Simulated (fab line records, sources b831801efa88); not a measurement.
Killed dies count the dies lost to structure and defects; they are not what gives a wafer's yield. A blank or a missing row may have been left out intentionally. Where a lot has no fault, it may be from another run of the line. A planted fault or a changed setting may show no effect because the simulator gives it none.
Split-lot experiment + flow sfq-line + on a route of 325 steps: 5 lots, 23 wafers read

ABOUT THE SPLIT
At SFQ_TRILAYER_R5_LITHO_PEB_139 (peb time 60 s), the setting peb-time-s was moved away from the recipe's 60 s on 6 of the 23 wafers read, by -14.1% to -5.1%. All remaining wafers had this setting at the recipe value.

BETWEEN THE SPLIT AND THE READING: the file shows 1 step in between
- SFQ_TRILAYER_R5_LITHO_DEVELOP_138: time 60 s

THE READING
R5.cd-nm (the simulator's own value, which no gauge read), in nm, at SFQ_TRILAYER_R5_BARC_OPEN_METAL_ETCH_177 (etches BARC in O2, target depth 125 nm, time 41.7 s). No usual value for it is given in the file. Average 500.5 nm, standard deviation 1.1 nm, over the 17 wafers here run with the recipe.

| wafer  | tool, chamber at the split | peb-time-s as run, s | against the recipe | R5.cd-nm, nm | against lot-mates on the recipe |
|--------|----------------------------|----------------------|--------------------|--------------|---------------------------------|
| L077.1 | litho-track-04, 0          | 56.93                | -5.1%              | 508.7        | +7.3                            |
| L077.2 | litho-track-04, 0          | 56.93                | -5.1%              | 508.6        | +7.2                            |
| L077.3 | litho-track-04, 0          | 60                   | recipe             | 500.6        | -                               |
| L077.4 | litho-track-04, 0          | 60                   | recipe             | 500.9        | -                               |
| L077.5 | litho-track-04, 0          | 60                   | recipe             | 502.8        | -                               |
| L079.1 | litho-track-02, 0          | 60                   | recipe             | 500.8        | -                               |
| L079.2 | litho-track-02, 0          | 60                   | recipe             | 499.3        | -                               |
| L079.3 | litho-track-02, 0          | 53.29                | -11.2%             | 517.6        | +17.9                           |
| L079.5 | litho-track-02, 0          | 53.29                | -11.2%             | 516.6        | +16.9                           |
| L079.6 | litho-track-02, 0          | 60                   | recipe             | 499          | -                               |
| L080.1 | litho-track-04, 0          | 51.52                | -14.1%             | 523.9        | +23.8                           |
| L080.2 | litho-track-04, 0          | 51.52                | -14.1%             | 522.6        | +22.5                           |
| L080.3 | litho-track-04, 0          | 60                   | recipe             | 499.8        | -                               |
| L080.4 | litho-track-04, 0          | 60                   | recipe             | 500          | -                               |
| L080.6 | litho-track-04, 0          | 60                   | recipe             | 500.4        | -                               |
| L081.2 | litho-track-03, 0          | 60                   | recipe             | 500.3        | -                               |
| L081.3 | litho-track-03, 0          | 60                   | recipe             | 500.3        | -                               |
| L081.4 | litho-track-03, 0          | 60                   | recipe             | 502.5        | -                               |
| L081.5 | litho-track-03, 0          | 60                   | recipe             | 501.7        | -                               |
| L081.6 | litho-track-03, 0          | 60                   | recipe             | 501.8        | -                               |
| L083.2 | litho-track-04, 0          | 60                   | recipe             | 499.7        | -                               |
| L083.4 | litho-track-04, 0          | 60                   | recipe             | 499.2        | -                               |
| L083.5 | litho-track-04, 0          | 60                   | recipe             | 499.8        | -                               |

THE FIT
A straight line over all 23 wafers: R5.cd-nm changes by -1.56 nm for each +1% of peb-time-s; r = -0.99; the points scatter about the line by 1.1 nm.
The same after taking each lot's own level away (the mean of its wafers on the recipe; 23 wafers): -1.6 nm for each +1%; r = -1.00; scatter 0.79 nm.
That fit puts the effect of the largest move of peb-time-s on the reading at 23 nm.
Measured against the standard deviation above, the lots' own levels, which go from 499.57 to 501.43 nm, span 1.7 times it.
The two slopes are in agreement: the lot-to-lot level therefore moves the slope only a little.
Check: for one of the wafers moved furthest among these (-14.1%), held out of the fit, the line's prediction against its lot-mates is +22 nm. Against them it came out at +23.8 nm.

THESE WAFERS: OTHER SPLITS
Before the reading, these wafers also passed through other splits. Each is held against what the fit with the lots' levels taken away leaves over:
| other split on the same wafers               | wafers away from the commonest value | r with R5.cd-nm (lot level and that fit taken away) |
|----------------------------------------------|--------------------------------------|-----------------------------------------------------|
| SFQ_TRILAYER_M4_DEP_SPUTTER_091 time-s       | 5                                    | -0.26                                               |
| SFQ_TRILAYER_M4_LITHO_COAT_093 spin-rpm      | 8                                    | +0.18                                               |
| SFQ_TRILAYER_M4_ETCH_METAL_ETCH_096 time-s   | 8                                    | -0.17                                               |
| SFQ_TRILAYER_I4_VIA_LITHO_PEB_106 peb-temp-c | 5                                    | +0.03                                               |
| SFQ_TRILAYER_JJ_CE_LITHO_COAT_119 spin-rpm   | 9                                    | -0.37                                               |
| SFQ_TRILAYER_M5_LITHO_EXPOSE_124 dose-mj     | 9                                    | +0.15                                               |
| SFQ_TRILAYER_A5B_DEP_PECVD_129 time-s        | 9                                    | +0.07                                               |

FILE'S OWN FIT
R5.cd-nm changes by -1.59 nm for each +1% of peb-time-s, r = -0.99.
